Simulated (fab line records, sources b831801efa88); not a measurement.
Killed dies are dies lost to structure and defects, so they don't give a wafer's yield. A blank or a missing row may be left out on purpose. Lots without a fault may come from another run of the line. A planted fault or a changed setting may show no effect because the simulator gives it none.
Chamber matching | flow sky130 | SKY_POLY_GATE_ETCH_16 on rie_diel-04: 4 sister chambers
The step etches Si3N4 in CH3F/O2, stops on poly-Si, time 147.5 s, target depth 75 nm. 8 wafers are shown with their chamber, then 8 later ones without.

WAFERS WITH THEIR CHAMBER
wafer  | chamber | drypump_motor_current_A (A) | throttle_valve_pct (%)
L077.1 | 0       | 5.8                         | 10.550
L077.5 | 1       | 6.1                         | 10.538
L077.6 | 2       | 6.1                         | 10.543
L080.6 | 2       | 6.1                         | 10.527
L082.1 | 0       | 5.8                         | 10.543
L082.3 | 3       | 6.6                         | 10.532
L082.6 | 3       | 6.6                         | 10.539
L084.1 | 1       | 6.2                         | 10.516

WAFERS WITHOUT THEIR CHAMBER
wafer  | drypump_motor_current_A (A) | throttle_valve_pct (%)
L084.3 | 5.8                         | 10.535
L084.6 | 6.6                         | 10.523
L090.1 | 6.6                         | 10.528
L090.2 | 5.8                         | 10.563
L090.5 | 5.8                         | 10.549
L093.1 | 6.2                         | 10.525
L093.3 | 6.6                         | 10.537
L093.4 | 6.2                         | 10.550

WHICH CHAMBER EACH WENT THROUGH
wafer  | from the rows above     | in truth
L084.3 | 0                       | 0
L084.6 | 3                       | 3
L090.1 | 3                       | 3
L090.2 | 0                       | 0
L090.5 | 0                       | 0
L093.1 | can't be placed: 1 or 2 | 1
L093.3 | 3                       | 3
L093.4 | can't be placed: 1 or 2 | 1
Placed correctly: 6 of 8. Can't be placed from these rows: 2 (the true chamber is among the candidates in 2). Placed wrongly: 0.
How it was worked out, from the rows above alone: a wafer's distance from a chamber is the root of the sum, over the readings, of the square of ((its reading less the chamber's mean) divided by the reading's scatter). The wafer belongs to the nearest chamber; if the next one is less than 2 further off, it can't be placed. A chamber's mean is the mean of its shown wafers. The scatter: the root of (the sum of the squares of (reading less its chamber's mean) over the shown wafers, divided by (wafers less chambers)).
